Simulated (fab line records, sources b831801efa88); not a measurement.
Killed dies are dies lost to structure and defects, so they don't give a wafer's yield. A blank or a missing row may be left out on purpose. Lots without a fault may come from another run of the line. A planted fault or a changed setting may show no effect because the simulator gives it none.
A struck lot beside a sound one | flow sky130 | 16 steps out of a route of 708
Sound: wafers L294.1, L294.2, L294.6. Struck: wafers L306.3, L306.5, L306.6. The cause comes at the end.
At each step with rows: each side's tool, then ch and its chambers, then its first start. Under that, the readings that differ: sound wafers | struck wafers | difference of the means | sigmas: that difference in standard deviations of wafers without a fault.
alike: readings whose means differ by less than 2 such deviations, and words and numbers that are the same on both sides. not compared: withheld readings, readings that some wafer has no value for, bounds like >300 that may hide the same value, and numbers for which the record gives no deviation and whose values overlap.
The two part at a step that has a row with sigmas, a row that says differs or no value, or rows on one side only. Numbers that don't overlap but have no deviation are shown without sigmas and don't part them. A reading that every wafer of one side lacks parts them only if that side has two wafers or more.

SKY_VIA3_BOW_MEAS_03:
  sound on film_metro-03, day 38 04:53; struck on film_metro-04, day 42 06:07
  alike: VIA3_BOW
then, 8 steps without rows for these wafers: SKY_VIA3_DEHYDRATE_04 (time 60 s); SKY_VIA3_HMDS_05 (prime time 60 s); SKY_VIA3_COAT_06 (resist thk 60 nm); SKY_VIA3_COAT_07 (resist thk 450 nm); SKY_VIA3_SOFTBAKE_08 (time 90 s); SKY_VIA3_EXPOSE_09 (exposes mask VIM3, target cd 200 nm); SKY_VIA3_PEB_10; SKY_VIA3_DEVELOP_11 (develop time 60 s).
SKY_VIA3_CD_MEAS_12: target cd 200 nm.
  sound on cd_sem-01, day 39 06:25; struck on cd_sem-01, day 43 04:47
  alike: cd_nm
SKY_VIA3_OVL_MEAS_13:
  sound on overlay-01, day 39 06:32; struck on overlay-02, day 43 04:53
  alike: VIA3_OVL
SKY_VIA3_ETCH_14: etches BARC in N2/H2, stops on SiO2, time 45.9 s, target depth 60 nm.
  sound on rie_diel-04 ch 1,2, day 39 06:35; struck on rie_diel-04 ch 1,2,3, day 43 04:54
  alike: bias_w, chamber_pressure_mTorr, drypump_motor_current_A, oes_product_au, run_length_s, throttle_valve_pct
  not compared: rf_hours_counter_h
SKY_VIA3_ETCH_15: etches SiO2 in C4F8/O2/Ar, stops on TiN, target depth 507 nm, time 78 s.
  sound on rie_diel-04 ch 1,2, day 39 06:37; struck on rie_diel-04 ch 1,2,3, day 43 04:56
  reading                                     | sound             | struck            | difference | sigmas
  oes_product_au (a.u.)                       | 0.942 0.948 0.946 | 0.883 0.880 0.881 | -0.064     | -12
  run_length_s (s)                            | 106.4 106.2 106.0 | 115.8 115.6 115.7 | +9.5       | +23
  model.KrF-thick_of_VIA3_COAT_07.thk_nm (nm) | 291.6 286.9 292.3 | 274.7 277.7 278.1 | -13.4      |
  model.TiN_of_METAL3_SPUTTER_04.thk_nm (nm)  | 69.6 69.91 69.47  | 68.61 68.47 69.09 | -0.94      |
  alike: bias_w, chamber_pressure_mTorr
  not compared: rf_hours_counter_h
SKY_VIA3_STRIP_16: strips in O2/N2.
  sound on plasma_asher-03 ch 0,1, day 39 06:41; struck on plasma_asher-04 ch 0,1, day 43 05:02
  reading                      | sound             | struck            | difference | sigmas
  strip_time_to_endpoint_s (s) | 4.139 4.089 4.135 | 3.958 3.986 3.981 | -0.146     | -5
  alike: chamber_pressure_mTorr, drypump_motor_current_A, oes_product_au
  not compared: rf_hours_counter_h
then, 2 steps without rows for these wafers: SKY_VIA3_STRIP_17 (strips in post etch residue remover, time 1200 s); SKY_PAD_OPEN_PROBE_99.

WHERE THEY PART
First at SKY_VIA3_ETCH_15; last, within this record, at SKY_VIA3_STRIP_16.

WHY: what the simulator had put in
Process parameter drift: rie_diel-04, from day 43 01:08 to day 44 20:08, at SKY_VIA3_ETCH_15. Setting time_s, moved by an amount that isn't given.
